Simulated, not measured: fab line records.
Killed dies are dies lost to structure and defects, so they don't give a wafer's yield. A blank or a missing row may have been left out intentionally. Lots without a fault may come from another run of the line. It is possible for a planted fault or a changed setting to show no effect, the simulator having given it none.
Check of tool commonality    flow sky130    Lots sampled 13, wafers sampled 39

WHY IT WAS OPENED
At SKY_LDD_HVN_TW_MEAS_10 the reading LDD_HVN_TW is flagged on 1 of 13 lots. Wafers without a fault read 1434, standard deviation 10.
Rule: a lot gets a flag if all its wafers with a number sit over 4 standard deviations from that mean, or if no wafer of it has a number. All remaining lots are regarded as sound.

lot   measured      on             LDD_HVN_TW, wafer by wafer  flag
L236  day 20 02:58  film-metro-03  1438 1436 1431              
L239  day 21 11:43  film-metro-03  1432 1435 1428              
L240  day 21 15:16  film-metro-03  1440 1432 1433              
L241  day 22 04:50  film-metro-01  1419 1420 1421              
L242  day 22 19:10  film-metro-01  1433 1416 1428              
L243  day 22 23:53  film-metro-02  1442 1448 1446              
L246  day 24 01:17  film-metro-03  41 41 41                    FLAGGED
L252  day 26 15:41  film-metro-01  1423 1430 1424              
L253  day 27 03:46  film-metro-01  1432 1432 1425              
L254  day 27 07:37  film-metro-03  1428 1432 1435              
L255  day 27 14:07  film-metro-03  1436 1445 1435              
L256  day 27 17:13  film-metro-02  1450 1454 1460              
L258  day 28 12:50  film-metro-01  1419 1417 1422              
Flagged lots average 41: -1393 relative to the usual, that is -99 or more standard deviations.

EACH LOT AND THE TOOL IT RAN ON
Before the reading, the record contains 3 process steps out of a 708-step route. Read each cell as the tool, then ch plus the chambers that the sampled wafers visited, then the start.
lot   flag     SKY_FIELD_ISO_STRIP_16               SKY_LDD_P_STRIP_10                    SKY_LDD_HVN_STRIP_09
L236           plasma-asher-03 ch 0,1, day 2 05:39  plasma-asher-01 ch 0,1, day 18 18:42  plasma-asher-02 ch 0,1, day 20 02:52
L239           plasma-asher-02 ch 0,1, day 2 20:57  plasma-asher-04 ch 1, day 20 04:58    plasma-asher-01 ch 1, day 21 11:37
L240           plasma-asher-03 ch 0, day 3 00:52    plasma-asher-04 ch 0,1, day 20 08:00  plasma-asher-01 ch 0, day 21 15:10
L241           plasma-asher-02 ch 0,1, day 3 07:38  plasma-asher-03 ch 0,1, day 20 22:21  plasma-asher-03 ch 0,1, day 22 04:44
L242           plasma-asher-04 ch 0,1, day 3 14:41  plasma-asher-04 ch 0,1, day 21 12:39  plasma-asher-01 ch 0,1, day 22 19:04
L243           plasma-asher-02 ch 0,1, day 3 17:40  plasma-asher-01 ch 0,1, day 21 17:27  plasma-asher-02 ch 1, day 22 23:47
L246  FLAGGED  plasma-asher-02 ch 0,1, day 4 09:10  plasma-asher-01 ch 0,1, day 22 18:48  plasma-asher-03 ch 0,1, day 24 01:11
L252           plasma-asher-03 ch 0,1, day 5 16:39  plasma-asher-04 ch 0,1, day 25 10:23  plasma-asher-02 ch 0,1, day 26 15:35
L253           plasma-asher-03 ch 0,1, day 5 20:55  plasma-asher-03 ch 0,1, day 25 23:00  plasma-asher-01 ch 0,1, day 27 03:40
L254           plasma-asher-02 ch 0,1, day 6 02:23  plasma-asher-01 ch 0,1, day 26 02:17  plasma-asher-03 ch 0,1, day 27 07:31
L255           plasma-asher-02 ch 0,1, day 6 06:07  plasma-asher-01 ch 0,1, day 26 09:33  plasma-asher-03 ch 0,1, day 27 14:01
L256           plasma-asher-03 ch 0,1, day 6 16:05  plasma-asher-03 ch 0,1, day 26 12:12  plasma-asher-03 ch 0,1, day 27 17:07
L258           plasma-asher-02 ch 0,1, day 7 04:56  plasma-asher-01 ch 0,1, day 27 08:05  plasma-asher-01 ch 0,1, day 28 12:44
What is done by these steps:
- SKY_FIELD_ISO_STRIP_16: strips in O2/N2.
- SKY_LDD_P_STRIP_10: strips in O2/N2.
- SKY_LDD_HVN_STRIP_09: strips in O2/N2.
- SKY_LDD_HVN_TW_MEAS_10

FLAGGED AGAINST TOTAL, ONE TOOL AT A TIME (gauges that did the reading follow at the end)
step                    tool             lots run  flagged  share of the flagged lots  sound lots run after its first flagged lot
SKY_FIELD_ISO_STRIP_16  plasma-asher-02  7         1        all                        3 (L254,L255,L258)
SKY_FIELD_ISO_STRIP_16  plasma-asher-03  5         0        none                       -
SKY_FIELD_ISO_STRIP_16  plasma-asher-04  1         0        none                       -
SKY_LDD_P_STRIP_10      plasma-asher-01  6         1        all                        3 (L254,L255,L258)
SKY_LDD_P_STRIP_10      plasma-asher-03  3         0        none                       -
SKY_LDD_P_STRIP_10      plasma-asher-04  4         0        none                       -
SKY_LDD_HVN_STRIP_09    plasma-asher-01  5         0        none                       -
SKY_LDD_HVN_STRIP_09    plasma-asher-02  3         0        none                       -
SKY_LDD_HVN_STRIP_09    plasma-asher-03  5         1        all                        3 (L254,L255,L256)
SKY_LDD_HVN_TW_MEAS_10  film-metro-01    5         0        none                       -
SKY_LDD_HVN_TW_MEAS_10  film-metro-02    2         0        none                       -
SKY_LDD_HVN_TW_MEAS_10  film-metro-03    6         1        all                        2 (L254,L255)

THE TABLE: WHAT IT ALLOWS
4 rows of the table ran every flagged lot: plasma-asher-02 at SKY_FIELD_ISO_STRIP_16, plasma-asher-01 at SKY_LDD_P_STRIP_10, plasma-asher-03 at SKY_LDD_HVN_STRIP_09, film-metro-03 at SKY_LDD_HVN_TW_MEAS_10.
- plasma-asher-02 at SKY_FIELD_ISO_STRIP_16: 1 of its 7 lots flagged. Lots that were sound ran on it after the first flagged one (L254, L255, L258); a persistent fault on the entire tool would not allow that.
- plasma-asher-01 at SKY_LDD_P_STRIP_10: 1 of its 6 lots flagged. Lots that were sound ran on it after the first flagged one (L254, L255, L258); a persistent fault on the entire tool would not allow that. Its own readings lie more than 4 standard deviations out on every wafer of the flagged lots: oes-product-au.
- plasma-asher-03 at SKY_LDD_HVN_STRIP_09: 1 of its 5 lots flagged. Lots that were sound ran on it after the first flagged one (L254, L255, L256); a persistent fault on the entire tool would not allow that. Its own readings lie more than 4 standard deviations out on every wafer of the flagged lots: oes-product-au, strip-time-to-endpoint-s.
- film-metro-03 at SKY_LDD_HVN_TW_MEAS_10: 1 of its 6 lots flagged. Lots that were sound ran on it after the first flagged one (L254, L255); a persistent fault on the entire tool would not allow that.
There is no row in the table that ran each flagged lot and no sound lot after the first.

WHAT THE SIMULATOR HAD PUT IN
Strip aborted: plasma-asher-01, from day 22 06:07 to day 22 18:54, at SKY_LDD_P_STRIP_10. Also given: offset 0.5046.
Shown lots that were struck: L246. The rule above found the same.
